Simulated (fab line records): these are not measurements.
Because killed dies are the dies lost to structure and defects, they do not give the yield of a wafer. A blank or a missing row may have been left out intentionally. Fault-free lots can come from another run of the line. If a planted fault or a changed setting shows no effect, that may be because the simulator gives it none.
What tool caused it? + flow sfq-line + Sampling: 14 lots, 42 wafers, 7 of 325 route steps

## WHAT EACH GAUGE READ, for each wafer
SFQ_L0_RS_MEAS_901: measurement is done with a four-point probe. Usual: L0_MONX_KI_RS 43.4 ohm/sq, standard deviation 0.52.
| lot  | measured    | on            | L0_MONX_KI_RS (ohm/sq) | flag |
|------|-------------|---------------|------------------------|------|
| L624 | day 1 12:34 | film-metro-03 | 43.6 43.1 43.5         |      |
| L625 | day 1 17:34 | film-metro-03 | 43.8 44.3 43.5         |      |
| L627 | day 2 03:36 | film-metro-04 | 42.3 42.8 42.6         |      |
| L630 | day 2 18:36 | film-metro-03 | 44.3 43.1 43.7         |      |
| L631 | day 2 23:34 | film-metro-01 | 35.7 35.5 35.3         | OFF  |
| L632 | day 3 04:35 | film-metro-01 | 34.9 35.3 35.1         | OFF  |
| L633 | day 3 09:34 | film-metro-01 | 44.1 43.7 43.6         |      |
| L634 | day 3 14:35 | film-metro-03 | 43.3 43.6 43.2         |      |
| L639 | day 4 15:34 | film-metro-04 | 43.2 43.3 42.8         |      |
| L640 | day 4 20:34 | film-metro-04 | 43.1 42.8 43.0         |      |
| L642 | day 5 06:35 | film-metro-04 | 43.7 43.7 43.3         |      |
| L644 | day 5 16:34 | film-metro-03 | 44.0 43.5 44.2         |      |
| L645 | day 5 21:35 | film-metro-01 | 42.6 42.7 42.7         |      |
| L647 | day 6 07:34 | film-metro-04 | 43.0 43.6 44.0         |      |

SFQ_L0_THK_MEAS_902: measures by xrf. Usual: L0_MONX_KI_THK 40.0 nm, standard deviation 0.5.
| lot  | measured    | on            | L0_MONX_KI_THK (nm) | flag |
|------|-------------|---------------|---------------------|------|
| L624 | day 1 12:41 | film-metro-03 | 39.9 40.1 40.0      |      |
| L625 | day 1 17:41 | film-metro-03 | 39.7 39.1 39.9      |      |
| L627 | day 2 03:42 | film-metro-04 | 40.7 40.3 40.5      |      |
| L630 | day 2 18:42 | film-metro-03 | 39.0 40.3 39.7      |      |
| L631 | day 2 23:41 | film-metro-01 | 48.9 49.1 49.3      | OFF  |
| L632 | day 3 04:41 | film-metro-01 | 50.3 48.7 49.6      | OFF  |
| L633 | day 3 09:41 | film-metro-01 | 39.4 39.7 39.8      |      |
| L634 | day 3 14:41 | film-metro-03 | 40.1 39.6 40.0      |      |
| L639 | day 4 15:41 | film-metro-04 | 40.1 40.0 40.6      |      |
| L640 | day 4 20:41 | film-metro-04 | 40.2 40.5 40.3      |      |
| L642 | day 5 06:41 | film-metro-04 | 39.8 39.9 40.3      |      |
| L644 | day 5 16:41 | film-metro-03 | 39.4 39.6 39.0      |      |
| L645 | day 5 21:41 | film-metro-01 | 40.9 41.1 41.0      |      |
| L647 | day 6 07:41 | film-metro-04 | 40.3 39.7 39.4      |      |

SFQ_I0_BOW_MEAS_907. Usual: I0_BOW 3 um, standard deviation 6.3.
| lot  | measured     | on            | I0_BOW (um) | flag |
|------|--------------|---------------|-------------|------|
| L624 | day 11 11:32 | film-metro-03 | 15 5 9      |      |
| L625 | day 11 14:00 | film-metro-04 | 5 -2 2      |      |
| L627 | day 12 00:53 | film-metro-04 | 7 7 12      |      |
| L630 | day 13 12:53 | film-metro-03 | 3 4 -2      |      |
| L631 | day 13 18:50 | film-metro-03 | -17 -6 3    |      |
| L632 | day 14 00:36 | film-metro-04 | 14 11 0     |      |
| L633 | day 14 09:35 | film-metro-02 | 10 0 10     |      |
| L634 | day 14 12:06 | film-metro-04 | 3 -4 6      |      |
| L639 | day 15 21:33 | film-metro-03 | 5 11 12     |      |
| L640 | day 16 08:26 | film-metro-04 | -4 -4 13    |      |
| L642 | day 16 17:21 | film-metro-03 | 8 0 -7      |      |
| L644 | day 17 14:35 | film-metro-03 | 13 17 1     |      |
| L645 | day 18 08:23 | film-metro-04 | 9 0 3       |      |
| L647 | day 19 00:58 | film-metro-02 | 2 -2 1      |      |

## WHAT TOOL EACH LOT RAN ON (gives the tool, then ch and the chambers of the sampled wafers, and finally the start)
| lot  | SFQ_TRILAYER_L0_DEP_SPUTTER_003 | SFQ_TRILAYER_L0_ETCH_METAL_ETCH_008 | SFQ_TRILAYER_L0_VIA_BARC_OPEN_VIA_ETCH_021 | SFQ_TRILAYER_L0_VIA_STRIP_STRIP_017 |
|------|---------------------------------|-------------------------------------|--------------------------------------------|-------------------------------------|
| L624 | pvd-sputter-06, day 1 12:29     | rie-metal-03 ch 0,1, day 4 04:52    | rie-diel-02 ch 1,2, day 7 07:40            | rie-metal-03 ch 1, day 7 07:46      |
| L625 | pvd-sputter-05, day 1 17:29     | rie-metal-02 ch 0,1, day 4 10:52    | rie-diel-02 ch 1,2,3, day 7 16:01          | rie-metal-03 ch 1, day 7 16:07      |
| L627 | pvd-sputter-03, day 2 03:29     | rie-metal-02 ch 0,1, day 5 01:17    | rie-diel-02 ch 0,1, day 8 08:57            | rie-metal-04 ch 0,1, day 8 09:14    |
| L630 | pvd-sputter-06, day 2 18:29     | rie-metal-01 ch 0,1, day 5 21:04    | rie-diel-02 ch 0,1, day 9 12:33            | rie-metal-01 ch 0,1, day 9 12:50    |
| L631 | pvd-sputter-06, day 2 23:29     | rie-metal-02 ch 0,1, day 6 01:50    | rie-diel-03 ch 2,3, day 9 19:00            | rie-metal-01 ch 1, day 9 19:05      |
| L632 | pvd-sputter-06, day 3 04:29     | rie-metal-01 ch 1, day 6 05:26      | rie-diel-04 ch 0,1,2, day 9 22:36          | rie-metal-01 ch 0, day 9 22:41      |
| L633 | pvd-sputter-03, day 3 09:29     | rie-metal-03 ch 1, day 6 07:54      | rie-diel-02 ch 0,1,3, day 10 01:00         | rie-metal-01 ch 0, day 10 01:05     |
| L634 | pvd-sputter-03, day 3 14:29     | rie-metal-02 ch 1, day 6 15:02      | rie-diel-04 ch 1,2,3, day 10 04:36         | rie-metal-04 ch 0, day 10 04:41     |
| L639 | pvd-sputter-03, day 4 15:29     | rie-metal-01 ch 0,1, day 7 19:38    | rie-diel-04 ch 1,2, day 11 08:56           | rie-metal-03 ch 1, day 11 09:02     |
| L640 | pvd-sputter-03, day 4 20:29     | rie-metal-02 ch 0,1, day 8 01:38    | rie-diel-02 ch 0,1,3, day 11 14:56         | rie-metal-01 ch 0,1, day 11 15:02   |
| L642 | pvd-sputter-03, day 5 06:29     | rie-metal-01 ch 0,1, day 8 13:46    | rie-diel-03 ch 0,1,3, day 11 23:20         | rie-metal-03 ch 0,1, day 11 23:26   |
| L644 | pvd-sputter-03, day 5 16:29     | rie-metal-02 ch 0,1, day 9 02:52    | rie-diel-04 ch 0,2,3, day 12 12:32         | rie-metal-01 ch 0,1, day 12 12:38   |
| L645 | pvd-sputter-05, day 5 21:29     | rie-metal-01 ch 1, day 9 10:10      | rie-diel-04 ch 0,1,2, day 12 20:56         | rie-metal-04 ch 0,1, day 12 21:02   |
| L647 | pvd-sputter-06, day 6 07:29     | rie-metal-03 ch 1, day 9 23:53      | rie-diel-04 ch 0,1, day 13 11:20           | rie-metal-03 ch 0, day 13 11:26     |
- SFQ_TRILAYER_L0_DEP_SPUTTER_003: material MoNx KI, target thk 40 nm, time 100 s.
- SFQ_TRILAYER_L0_ETCH_METAL_ETCH_008: etches MoNx KI in SF6/O2, stops on SiO2, target depth 50 nm, time 25 s.
- SFQ_TRILAYER_L0_VIA_BARC_OPEN_VIA_ETCH_021: etches BARC in O2, target depth 125 nm, time 41.7 s.
- SFQ_TRILAYER_L0_VIA_STRIP_STRIP_017: strips in O2.

## AS READ BY THE TOOLS THEMSELVES (means over the sampled wafers that have a number; for cases with no such wafer, the mark the record gives instead)
SFQ_TRILAYER_L0_DEP_SPUTTER_003. Usual: base-pressure-pa 1.34e-06 Pa, standard deviation 7.2e-08; cathode-dc-power-W 800.02 W, standard deviation 0.14; throttle-valve-pct 29.9 %, standard deviation 1.1.
| lot  | tool           | base-pressure-pa (Pa) | cathode-dc-power-W (W) | throttle-valve-pct (%) | flag |
|------|----------------|-----------------------|------------------------|------------------------|------|
| L624 | pvd-sputter-06 | 1.31e-06              | 800.00                 | 29.8                   |      |
| L625 | pvd-sputter-05 | 1.34e-06              | 800.00                 | 30.1                   |      |
| L627 | pvd-sputter-03 | 1.32e-06              | 800.05                 | 30.9                   |      |
| L630 | pvd-sputter-06 | 1.36e-06              | 800.02                 | 28.4                   |      |
| L631 | pvd-sputter-06 | 1.33e-06              | 988.09                 | 29.2                   | OFF  |
| L632 | pvd-sputter-06 | 1.36e-06              | 988.02                 | 28.9                   | OFF  |
| L633 | pvd-sputter-03 | 1.32e-06              | 799.96                 | 29.5                   |      |
| L634 | pvd-sputter-03 | 1.34e-06              | 799.98                 | 30.9                   |      |
| L639 | pvd-sputter-03 | 1.32e-06              | 800.06                 | 31.0                   |      |
| L640 | pvd-sputter-03 | 1.34e-06              | 800.02                 | 30.2                   |      |
| L642 | pvd-sputter-03 | 1.32e-06              | 799.86                 | 30.8                   |      |
| L644 | pvd-sputter-03 | 1.28e-06              | 800.04                 | 30.4                   |      |
| L645 | pvd-sputter-05 | 1.39e-06              | 799.93                 | 30.5                   |      |
| L647 | pvd-sputter-06 | 1.34e-06              | 800.04                 | 29.0                   |      |

SFQ_TRILAYER_L0_ETCH_METAL_ETCH_008. Usual: drypump-motor-current-A 5.8 A, standard deviation 0.56; oes-product-au 0.875 a.u., standard deviation 0.0075.
| lot  | tool         | drypump-motor-current-A (A) | oes-product-au (a.u.) | flag |
|------|--------------|-----------------------------|-----------------------|------|
| L624 | rie-metal-03 | 6.4                         | 0.878                 |      |
| L625 | rie-metal-02 | 5.6                         | 0.868                 |      |
| L627 | rie-metal-02 | 5.2                         | 0.884                 |      |
| L630 | rie-metal-01 | 6.0                         | 0.870                 |      |
| L631 | rie-metal-02 | 5.6                         | 0.982                 | OFF  |
| L632 | rie-metal-01 | 6.1                         | 0.983                 | OFF  |
| L633 | rie-metal-03 | 6.5                         | 0.869                 |      |
| L634 | rie-metal-02 | 6.0                         | 0.877                 |      |
| L639 | rie-metal-01 | 6.0                         | 0.880                 |      |
| L640 | rie-metal-02 | 5.6                         | 0.882                 |      |
| L642 | rie-metal-01 | 6.0                         | 0.874                 |      |
| L644 | rie-metal-02 | 5.6                         | 0.869                 |      |
| L645 | rie-metal-01 | 6.1                         | 0.884                 |      |
| L647 | rie-metal-03 | 6.4                         | 0.872                 |      |

SFQ_TRILAYER_L0_VIA_BARC_OPEN_VIA_ETCH_021. Usual: drypump-motor-current-A 5.7 A, standard deviation 0.49; oes-product-au 0.685 a.u., standard deviation 0.0051.
| lot  | tool        | drypump-motor-current-A (A) | oes-product-au (a.u.) | flag |
|------|-------------|-----------------------------|-----------------------|------|
| L624 | rie-diel-02 | 5.4                         | 0.686                 |      |
| L625 | rie-diel-02 | 5.7                         | 0.687                 |      |
| L627 | rie-diel-02 | 5.1                         | 0.685                 |      |
| L630 | rie-diel-02 | 5.1                         | 0.684                 |      |
| L631 | rie-diel-03 | 6.2                         | 0.682                 |      |
| L632 | rie-diel-04 | 6.0                         | 0.683                 |      |
| L633 | rie-diel-02 | 5.5                         | 0.688                 |      |
| L634 | rie-diel-04 | 6.0                         | 0.690                 |      |
| L639 | rie-diel-04 | 6.2                         | 0.684                 |      |
| L640 | rie-diel-02 | 5.6                         | 0.683                 |      |
| L642 | rie-diel-03 | 5.7                         | 0.688                 |      |
| L644 | rie-diel-04 | 5.7                         | 0.686                 |      |
| L645 | rie-diel-04 | 6.0                         | 0.686                 |      |
| L647 | rie-diel-04 | 6.0                         | 0.684                 |      |

SFQ_TRILAYER_L0_VIA_STRIP_STRIP_017. Usual: drypump-motor-current-A 6.0 A, standard deviation 0.47; oes-product-au 0.995 a.u., standard deviation 0.0097.
| lot  | tool         | drypump-motor-current-A (A) | oes-product-au (a.u.) | flag |
|------|--------------|-----------------------------|-----------------------|------|
| L624 | rie-metal-03 | 6.5                         | 0.979                 |      |
| L625 | rie-metal-03 | 6.5                         | 0.979                 |      |
| L627 | rie-metal-04 | 5.8                         | 1.000                 |      |
| L630 | rie-metal-01 | 5.9                         | 0.994                 |      |
| L631 | rie-metal-01 | 6.1                         | 1.001                 |      |
| L632 | rie-metal-01 | 5.8                         | 0.994                 |      |
| L633 | rie-metal-01 | 5.9                         | 0.994                 |      |
| L634 | rie-metal-04 | 6.2                         | 0.989                 |      |
| L639 | rie-metal-03 | 6.5                         | 0.986                 |      |
| L640 | rie-metal-01 | 5.9                         | 0.994                 |      |
| L642 | rie-metal-03 | 6.3                         | 0.988                 |      |
| L644 | rie-metal-01 | 6.0                         | 0.997                 |      |
| L645 | rie-metal-04 | 5.5                         | 0.997                 |      |
| L647 | rie-metal-03 | 6.3                         | 0.992                 |      |

## THE ANSWER, worked out from the rows above alone
Rule: lot off if the mean of its wafers having a number is beyond 3 standard deviations from the usual mean. A lot without any number at a reading at which 4 lots or more have one is off too. All remaining lots with rows at the step are treated as sound. The gauges are gone through in route order, then the tools' own readings, and for those a lot's mean is taken as printed above. At the first step where some lot is off, the reading lying furthest off is the one used; lots without a number count as furthest.
Off: L631, L632, at SFQ_L0_RS_MEAS_901 (L0_MONX_KI_RS).
A tool fits if, at a process step before that reading, it ran every lot that is off, and no sound lot after the first of them. The gauges at SFQ_L0_RS_MEAS_901 aren't tried: what is off there is off at SFQ_TRILAYER_L0_DEP_SPUTTER_003 too, on other tools, and a gauge's error can't cause that. None of those tried fits.

## WHAT THE SIMULATOR HAD INSERTED
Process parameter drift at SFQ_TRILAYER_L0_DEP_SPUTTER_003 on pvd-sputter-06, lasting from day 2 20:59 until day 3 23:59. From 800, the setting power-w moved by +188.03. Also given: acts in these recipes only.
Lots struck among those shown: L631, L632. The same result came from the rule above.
